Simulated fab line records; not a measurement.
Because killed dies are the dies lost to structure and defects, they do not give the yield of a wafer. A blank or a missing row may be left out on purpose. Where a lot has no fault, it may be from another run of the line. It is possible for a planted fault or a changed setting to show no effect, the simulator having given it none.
Chamber matching | flow gf180mcu | pecvd-01 running GF_CONTACT_CVD_02: 3 sister chambers
The step deposits SiO2 from TEOS, target thk 860 nm, time 95.992 s. 3 wafers are shown with their chamber, then 7 later ones without.

WAFERS PAIRED WITH THEIR CHAMBERS
wafer  | chamber | heater_power_w (W)
L175.5 | 1       | 885
L176.3 | 2       | 808
L176.4 | 0       | 729

WAFERS WHOSE CHAMBER IS MISSING
wafer  | heater_power_w (W)
L176.5 | 891
L177.3 | 776
L177.4 | 856
L177.6 | 761
L181.3 | 655
L181.4 | 917
L181.6 | 723

WHICH CHAMBER EACH ONE RAN IN
wafer  | from the rows above     | in truth
L176.5 | 1                       | 1
L177.3 | can't be placed: 2 or 0 | 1
L177.4 | can't be placed: 1 or 2 | 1
L177.6 | can't be placed: 0 or 2 | 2
L181.3 | 0                       | 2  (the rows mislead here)
L181.4 | 1                       | 1
L181.6 | 0                       | 0
Correct placement for 3 of the 7. Not placeable from these rows: 3 (in 2, the candidates include the true chamber). Placed wrongly: 1.
How it was worked out, from the rows above alone: a wafer's distance from a chamber is the root of the sum, over the readings, of the square of ((its reading less the chamber's mean) divided by the reading's scatter). The wafer belongs to the nearest chamber; if the next one is less than 2 further off, it can't be placed. Each chamber's mean is taken over the wafers shown for it. The scatter: root of mean squared gap, hidden wafer to nearest shown wafer, with one shown wafer a chamber.
